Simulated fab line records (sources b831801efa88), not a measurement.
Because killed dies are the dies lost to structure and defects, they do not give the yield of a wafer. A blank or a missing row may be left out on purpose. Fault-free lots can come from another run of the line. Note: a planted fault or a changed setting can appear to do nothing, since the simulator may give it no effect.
The tool behind it: which one? -- flow gf180mcu -- Sampling: 13 lots, 39 wafers, 4 of 602 route steps

WHAT THE GAUGES SHOWED, per wafer
GF_MIM_THK_MEAS_11: measures by xrf. Usual: MIM_ALCU_THK 199.7 nm, standard deviation 1.9.
lot,measured,on,MIM_ALCU_THK (nm),flag
L397,day 25 02:37,film metro-01,200.0 199.3 198.2,
L398,day 25 05:38,film metro-01,199.6 199.3 197.2,
L399,day 25 12:01,film metro-03,197.3 199.3 196.9,
L400,day 26 01:32,film metro-01,199.4 202.9 200.5,
L401,day 26 05:36,film metro-01,199.4 201.9 199.9,
L402,day 27 00:52,film metro-03,199.7 199.9 198.5,
L403,day 27 04:18,film metro-03,198.4 198.7 201.0,
L405,day 27 08:34,film metro-01,200.0 198.7 199.3,
L404,day 27 09:47,film metro-01,197.2 198.5 197.6,
L406,day 27 23:49,film metro-03,201.3 201.3 201.8,
L412,day 29 17:24,film metro-03,199.3 199.5 199.3,
L413,day 29 21:28,film metro-01,202.8 203.0 199.4,
L418,day 31 07:35,film metro-01,202.4 198.2 199.5,

GF_V5_THK_MEAS_03. Usual: V5_CVD_02_THK 1449 nm, standard deviation 18.
lot,measured,on,V5_CVD_02_THK (nm),flag
L397,day 26 21:41,film metro-01,1438 1469 1471,
L398,day 27 00:43,film metro-01,1467 1483 1481,
L399,day 27 07:40,film metro-01,1460 1478 1465,
L400,day 27 20:11,film metro-02,1453 1457 1466,
L401,day 27 23:32,film metro-04,1434 1441 1465,
L402,day 28 17:52,film metro-02,1435 1468 1458,
L403,day 28 21:17,film metro-02,1470 1479 1476,
L405,day 29 01:32,film metro-04,1447 1470 1477,
L404,day 29 02:32,film metro-04,1439 1462 1450,
L406,day 29 16:06,film metro-04,1440 1449 1469,
L412,day 31 06:59,film metro-01,1448 1457 1466,
L413,day 31 11:11,film metro-04,1433 1435 1455,
L418,day 32 18:26,film metro-01,1431 1438 1457,

WHAT TOOL EACH LOT RAN ON (gives the tool, then ch and the chambers of the sampled wafers, and finally the start)
lot,GF_V4_CVD_23,GF_MIM_METAL_ETCH_19
L397,"cvd w-02 ch 0,1, day 25 01:29","rie metal-03 ch 0,1, day 25 23:48"
L398,"cvd w-01 ch 0,1, day 25 04:31","rie metal-04 ch 0,1, day 26 02:19"
L399,"cvd w-02 ch 0,1, day 25 10:53","rie metal-03 ch 0,1, day 26 09:39"
L400,"cvd w-02 ch 0,1, day 26 00:23","rie metal-04 ch 0,1, day 26 22:09"
L401,"cvd w-01 ch 0,1, day 26 04:29","rie metal-02 ch 0,1, day 27 01:55"
L402,"cvd w-01 ch 0,1, day 26 23:35","rie metal-03 ch 0,1, day 27 20:19"
L403,"cvd w-01 ch 0,1, day 27 03:11","rie metal-02 ch 0,1, day 28 00:03"
L405,"cvd w-01 ch 0,1, day 27 07:23","rie metal-04 ch 0,1, day 28 04:25"
L404,"cvd w-02 ch 1, day 27 08:40","rie metal-03 ch 0,1, day 28 05:31"
L406,"cvd w-01 ch 0, day 27 22:41","rie metal-03 ch 0,1, day 28 18:40"
L412,"cvd w-01 ch 0,1, day 29 16:16","rie metal-02 ch 0,1, day 30 11:15"
L413,"cvd w-01 ch 0,1, day 29 20:20","rie metal-03 ch 0,1, day 30 16:01"
L418,"cvd w-02 ch 0,1, day 31 06:25","rie metal-02 ch 0,1, day 32 00:06"
- GF_V4_CVD_23: deposits W, target thk 350 nm, time 104.9 s.
- GF_MIM_METAL_ETCH_19: etches the open film in Cl2/BCl3, stops on Si3N4, target depth 324.5 nm, time 54.1 s.

WHAT THE TOOLS THEMSELVES READ (means of the sampled wafers that have a number; where no wafer has one, the mark that the record gives instead)
GF_V4_CVD_23. Usual: heater power w 803 W, standard deviation 48; susceptor temp C 399.99 C, standard deviation 0.22.
lot,tool,heater power w (W),susceptor temp C (C),flag
L397,cvd w-02,791,399.74,
L398,cvd w-01,812,400.13,
L399,cvd w-02,780,399.94,
L400,cvd w-02,789,400.40,
L401,cvd w-01,806,399.91,
L402,cvd w-01,821,400.19,
L403,cvd w-01,807,399.98,
L405,cvd w-01,808,400.00,
L404,cvd w-02,720,399.84,
L406,cvd w-01,804,399.89,
L412,cvd w-01,821,400.03,
L413,cvd w-01,830,399.95,
L418,cvd w-02,784,399.88,

GF_MIM_METAL_ETCH_19. Usual: drypump motor current A 5.89 A, standard deviation 0.21; oes product au 0.942 a.u., standard deviation 0.0053; throttle valve pct 28.284 %, standard deviation 0.009.
lot,tool,drypump motor current A (A),oes product au (a.u.),throttle valve pct (%),flag
L397,rie metal-03,5.74,0.947,28.280,
L398,rie metal-04,5.83,0.939,28.287,
L399,rie metal-03,5.75,0.943,28.275,
L400,rie metal-04,5.85,0.944,28.282,
L401,rie metal-02,6.23,0.941,28.282,
L402,rie metal-03,5.84,0.941,28.296,
L403,rie metal-02,6.23,0.939,28.279,
L405,rie metal-04,5.87,0.947,28.285,
L404,rie metal-03,5.75,0.945,28.288,
L406,rie metal-03,5.74,0.942,28.280,
L412,rie metal-02,6.02,0.948,28.278,
L413,rie metal-03,5.75,0.945,28.280,
L418,rie metal-02,6.04,0.939,28.291,

THE ANSWER, worked out from the rows above alone
Rule: a lot is off if the mean of its wafers that have a number lies more than 3 standard deviations from the usual mean. A lot without any number at a reading at which 4 lots or more have one is off too. The other lots that the step has rows for count as sound. The gauges are gone through in route order, then the tools' own readings, and for those a lot's mean is taken as printed above. At the first step where some lot is off, the reading lying furthest off is the one used; lots without a number count as furthest.
Nothing can be told from this: no lot is off at any reading shown.

WHAT HAD BEEN PUT IN BY THE SIMULATOR
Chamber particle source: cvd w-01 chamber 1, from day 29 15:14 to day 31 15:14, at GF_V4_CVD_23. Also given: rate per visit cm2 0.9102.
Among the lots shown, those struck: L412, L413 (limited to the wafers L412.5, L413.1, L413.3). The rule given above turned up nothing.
